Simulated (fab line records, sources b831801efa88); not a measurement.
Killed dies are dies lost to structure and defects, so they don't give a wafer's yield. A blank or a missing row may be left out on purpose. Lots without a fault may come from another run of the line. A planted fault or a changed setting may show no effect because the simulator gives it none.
Which tool did it? | flow sky130 | 6 lots, 18 wafers sampled, at 4 steps of a route of 708

WHAT THE GAUGES READ, wafer by wafer
SKY_RES_XHIGH_TW_MEAS_09.
lot  | measured     | on            | RES_XHIGH_TW
L487 | day 26 23:08 | film_metro-04 | 1628 1634 1635
L489 | day 27 10:39 | film_metro-02 | 1631 1641 1639
L499 | day 31 06:19 | film_metro-01 | 1638 1635 1654
L502 | day 31 22:54 | film_metro-04 | 1620 1618 1625
L504 | day 32 18:58 | film_metro-01 | 1653 1664 1649
L507 | day 33 13:01 | film_metro-04 | 1644 1624 1627

WHICH TOOL RAN EACH LOT (tool, then ch and the chambers of the sampled wafers, then the start)
lot  | SKY_POLY_CUT_ETCH_10               | SKY_POLY_CUT_ETCH_11               | SKY_RES_XHIGH_EXPOSE_04
L487 | rie_diel-01 ch 0,1,2, day 24 12:29 | rie_diel-01 ch 0,1,2, day 24 12:32 | iline_stepper-01 ch 0, day 26 09:03
L489 | rie_diel-04 ch 0,2,3, day 25 00:41 | rie_diel-04 ch 0,2,3, day 25 00:44 | iline_stepper-01 ch 0, day 26 20:24
L499 | rie_diel-04 ch 0,3, day 28 20:58   | rie_diel-04 ch 0,3, day 28 21:00   | iline_stepper-01 ch 0, day 30 16:39
L502 | rie_diel-01 ch 0,3, day 29 15:04   | rie_diel-01 ch 0,3, day 29 15:06   | iline_stepper-01 ch 0, day 31 09:12
L504 | rie_diel-04 ch 1,2,3, day 30 11:46 | rie_diel-04 ch 1,2,3, day 30 11:48 | iline_stepper-02 ch 0, day 32 05:42
L507 | rie_diel-02 ch 1,3, day 31 06:16   | rie_diel-02 ch 1,3, day 31 06:18   | iline_stepper-02 ch 0, day 32 23:27
- SKY_POLY_CUT_ETCH_10: etches BARC in N2/H2, stops on SiO2, time 45.9 s, target depth 60 nm.
- SKY_POLY_CUT_ETCH_11: etches Si3N4 in CF4/CH2F2/Ar, stops on poly-Si, time 42.5 s, target depth 60 nm.
- SKY_RES_XHIGH_EXPOSE_04: exposes mask URPM, target cd 1270 nm.

THE ANSWER, worked out from the rows above alone
Rule: what is usual is taken from the lots themselves. Put in order of their means at a reading, lots are off if they are a third of the lots or fewer, leave a main group of 4 or more, and stand apart from it by a gap of 3 or more times the standard deviation of the main group's means; of several such gaps the widest counts. A main group whose means are all the same, to the digits that the tables above print for the reading, isn't used. A lot without any number at a reading at which 4 lots or more have one is off too. The other lots that the step has rows for count as sound.
No lot is off at any reading shown: from this, nothing can be told.

WHAT THE SIMULATOR HAD PUT IN
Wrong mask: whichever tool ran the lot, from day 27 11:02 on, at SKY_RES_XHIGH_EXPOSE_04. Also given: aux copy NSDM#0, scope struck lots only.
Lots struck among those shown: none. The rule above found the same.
